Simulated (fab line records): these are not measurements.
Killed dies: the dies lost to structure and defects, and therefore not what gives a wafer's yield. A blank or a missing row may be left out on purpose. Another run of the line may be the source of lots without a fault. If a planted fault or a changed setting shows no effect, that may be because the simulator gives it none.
Which tool did it? -- flow sky130 -- 10 lots with 30 wafers sampled at 5 steps, on a route of 708 steps

WHAT THE GAUGES READ, wafer by wafer
SKY_METAL5_RS_MEAS_05: the measuring method here is four-point-probe.
lot,measured,on,METAL5_ALCU_RS (ohm/sq)
L762,day 42 10:33,film-metro-01,0.02704 0.02679 0.02705
L763,day 42 17:32,film-metro-04,0.02692 0.02715 0.02711
L764,day 43 01:19,film-metro-03,0.02699 0.02711 0.02725
L765,day 43 11:07,film-metro-03,0.02714 0.02715 0.02741
L768,day 44 13:11,film-metro-03,0.02706 0.02731 0.02729
L767,day 44 16:17,film-metro-01,0.02718 0.02708 0.02711
L770,day 44 20:58,film-metro-03,0.02731 0.02706 0.0275
L776,day 46 08:52,film-metro-03,0.03193 0.02696 0.03201
L781,day 47 18:42,film-metro-03,0.02696 0.02709 0.02686
L784,day 48 05:01,film-metro-03,0.02718 0.02727 0.02737

WHAT TOOL EACH LOT RAN ON (gives the tool, then ch and the chambers of the sampled wafers, and finally the start)
lot,SKY_VIA4_ETCH_12,SKY_VIA4_SPUTTER_17,SKY_METAL5_SPUTTER_02,SKY_METAL5_SPUTTER_03
L762,"rie-diel-01 ch 1,2, day 42 08:42","pvd-sputter-04, day 42 09:24","pvd-sputter-01, day 42 10:23","pvd-sputter-01, day 42 10:27"
L763,"rie-diel-03 ch 0,2, day 42 15:48","pvd-sputter-02, day 42 16:33","pvd-sputter-01, day 42 17:25","pvd-sputter-01, day 42 17:28"
L764,"rie-diel-03 ch 0,2, day 42 23:46","pvd-sputter-02, day 43 00:25","pvd-sputter-03, day 43 01:10","pvd-sputter-03, day 43 01:13"
L765,"rie-diel-03 ch 0,1,3, day 43 09:27","pvd-sputter-04, day 43 10:09","pvd-sputter-03, day 43 11:00","pvd-sputter-03, day 43 11:03"
L768,"rie-diel-03 ch 1,2,3, day 44 11:33","pvd-sputter-01, day 44 12:15","pvd-sputter-03, day 44 13:03","pvd-sputter-03, day 44 13:06"
L767,"rie-diel-01 ch 1,2, day 44 14:42","pvd-sputter-04, day 44 15:25","pvd-sputter-03, day 44 16:10","pvd-sputter-03, day 44 16:13"
L770,"rie-diel-03 ch 1,2,3, day 44 19:24","pvd-sputter-04, day 44 20:06","pvd-sputter-02, day 44 20:50","pvd-sputter-02, day 44 20:54"
L776,"rie-diel-02 ch 0,2,3, day 46 07:15","pvd-sputter-04, day 46 07:58","pvd-sputter-03, day 46 08:42","pvd-sputter-03, day 46 08:45"
L781,"rie-diel-03 ch 0,1,2, day 47 17:06","pvd-sputter-01, day 47 17:49","pvd-sputter-02, day 47 18:34","pvd-sputter-02, day 47 18:37"
L784,"rie-diel-01 ch 0,1,3, day 48 03:27","pvd-sputter-04, day 48 04:10","pvd-sputter-01, day 48 04:54","pvd-sputter-01, day 48 04:57"
- SKY_VIA4_ETCH_12: etches SiO2 in C4F8/O2/Ar, stops on TiN, target depth 580 nm.
- SKY_VIA4_SPUTTER_17: material TiN, target thk 20 nm, time 80 s.
- SKY_METAL5_SPUTTER_02: material AlCu, target thk 1150 nm, time 61.2 s.
- SKY_METAL5_SPUTTER_03: material Ti, target thk 5 nm, time 3.3 s.

THE ANSWER, worked out from the rows above alone
Rule: usual is defined by the lots themselves. The widest of any qualifying gaps counts: lots, ordered by their means at a reading, are off when they make up no more than a third of the lots, leave a main group of 4 or more, and stand apart from it by 3 or more times the standard deviation of that group's means. A main group whose means are all the same, to the digits that the tables above print for the reading, isn't used. Also off: a lot with no number at a reading for which 4 or more lots have one. The other lots that the step has rows for count as sound.
Off: L776, at SKY_METAL5_RS_MEAS_05 (METAL5_ALCU_RS). For the main group the mean is 0.02714 ohm/sq and the standard deviation 0.00012.
If a tool, at a process step before that reading, ran all the lots that are off and no sound lot after the first of them, it fits. The gauges at SKY_METAL5_RS_MEAS_05 are tried like those tools. Undecided on this evidence; 2 tools fit (rie-diel-02 at SKY_VIA4_ETCH_12, pvd-sputter-03 at SKY_METAL5_SPUTTER_02 and SKY_METAL5_SPUTTER_03).

WHAT WAS PUT IN BY THE SIMULATOR
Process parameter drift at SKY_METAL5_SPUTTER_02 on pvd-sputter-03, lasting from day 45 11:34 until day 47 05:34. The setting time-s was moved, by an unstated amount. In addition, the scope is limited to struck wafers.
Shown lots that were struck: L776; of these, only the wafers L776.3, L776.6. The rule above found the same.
